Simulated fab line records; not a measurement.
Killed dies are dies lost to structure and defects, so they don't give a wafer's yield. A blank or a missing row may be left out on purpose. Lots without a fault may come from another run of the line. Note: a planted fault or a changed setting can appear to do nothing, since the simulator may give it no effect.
Struck lot and sound lot, side by side | flow sky130 | 17 steps out of a route of 708
Sound: the wafers L392.1, L392.2, L392.3. Struck: wafers L399.1, L399.3, L399.5. Last of all comes the cause.
Order at every step that has rows: each side's tool, ch and its chambers, its first start. Under that, the readings that differ: sound wafers | struck wafers | difference of the means | sigmas: that difference in standard deviations of wafers without a fault.
alike: readings whose means differ by less than 2 such deviations, and words and numbers that are the same on both sides. not compared: withheld readings, readings that some wafer has no value for, bounds like >300 that may hide the same value, and numbers for which the record gives no deviation and whose values overlap.
The two part at a step that has a row with sigmas, a row that says differs or no value, or rows on one side only. Numbers that have no deviation but don't overlap get no sigmas and don't part them. A reading missing from all wafers of one side parts the sides only when that side holds two or more wafers.

SKY_GATE_OXIDE_TW_MEAS_14:
  struck on film metro-04, day 16 20:04; sound on film metro-03, day 14 13:35
  reading       | sound             | struck            | difference | sigmas
  GATE_OXIDE_TW | 221.6 222.4 222.3 | 224.8 227.1 225.4 | +3.7       | +2
then, 3 steps without rows for these wafers: SKY_GATE_OXIDE_CLEAN_15 (cleans in SC1/SC2, time 150 s); SKY_GATE_OXIDE_OXIDATION_16 (stabilise 600 s, purge 300 s, target thk 3.57 nm); SKY_POLY_GATE_CVD_00 (deposits poly-Si, target thk 180 nm, time 720 s).
SKY_POLY_GATE_THK_MEAS_01:
  struck on film metro-02, day 17 00:21; sound on film metro-01, day 14 19:55
  alike: POLY_GATE_CVD_00_THK
then, 7 steps without rows for these wafers: SKY_RES_PROTECT_DEHYDRATE_00 (time 60 s); SKY_RES_PROTECT_HMDS_01 (prime time 60 s); SKY_RES_PROTECT_COAT_02 (resist thk 1140 nm); SKY_RES_PROTECT_SOFTBAKE_03 (time 60 s); SKY_RES_PROTECT_EXPOSE_04 (exposes mask RPM, target cd 1270 nm); SKY_RES_PROTECT_PEB_05; SKY_RES_PROTECT_DEVELOP_06 (develop time 60 s).
SKY_POLY_GATE_IMPLANT_02:
  sound on implanter-01 ch 0, day 15 22:42; struck on implanter-01 ch 0, day 18 05:37
  reading       | sound                         | struck                        | difference | sigmas
  beam on s (s) | 33.4 32.9 32.4                | 23.7 23.0 22.7                | -9.8       | -6
  dose ions cm2 | 7.711e+15 7.695e+15 7.699e+15 | 5.367e+15 5.368e+15 5.372e+15 | -2.333e+15 | -99 or more
SKY_RES_PROTECT_STRIP_07: strips in O2/N2.
  sound on plasma asher-03 ch 0,1, day 15 22:51; struck on plasma asher-03 ch 0,1, day 18 05:46
  reading                      | sound             | struck            | difference | sigmas
  oes product au (a.u.)        | 0.511 0.513 0.514 | 0.534 0.536 0.529 | +0.020     | +4
  strip time to endpoint s (s) | 23.34 23.29 23.29 | 21.87 21.85 21.88 | -1.44      | -32
  alike: drypump motor current A
  not compared: rf hours counter h
SKY_RES_PROTECT_TW_MEAS_08:
  struck on film metro-01, day 18 05:52; sound on film metro-03, day 15 22:57
  alike: POLY_GATE_TW
then, 1 step without rows for these wafers: SKY_RES_PROTECT_CLEAN_09 (cleans in SC1/SC2, time 150 s).
-- here the record skips 30 days between the struck wafers' starts before and after, leaving off in module RES_PROTECT and picking up in module PAD_OPEN (first step shown: number 708 of the route) --
SKY_PAD_OPEN_PROBE_99:
  struck on prober-02, day 48 02:35; sound on prober-01, day 46 14:28
  reading                              | sound               | struck            | difference | sigmas
  model.etest.res poly.line ohm um     | 530.6 519.8 521.1   | 739.5 704.1 726.9 | +199.7     |
  model.etest.licon poly.rc ohm        | 166.3 161.2 161.4   | 244.5 241.9 240.6 | +79.4      |
  model.etest.res poly.rs ohm sq       | 49.34 49.78 48.81   | 68.92 67.83 69.53 | +19.45     |
  model.etest.res poly.rs ohm sq range | 0.9689 1.268 0.9173 | 3.215 2.43 2.555  | +1.682     |
  alike: killed_at_M0_to_M3, killed_at_M4_up, killed at contacts, killed at front end, killed at other, killed dies, killed open, killed short
  not compared: model.etest.res poly.rs ohm sq rim less centre

WHERE THEY PART
Earliest at SKY_GATE_OXIDE_TW_MEAS_14; latest, in this record, at SKY_RES_PROTECT_STRIP_07. Later steps at which nothing parts them and some readings are alike: SKY_RES_PROTECT_TW_MEAS_08, SKY_PAD_OPEN_PROBE_99.

WHY: what had been put in by the simulator
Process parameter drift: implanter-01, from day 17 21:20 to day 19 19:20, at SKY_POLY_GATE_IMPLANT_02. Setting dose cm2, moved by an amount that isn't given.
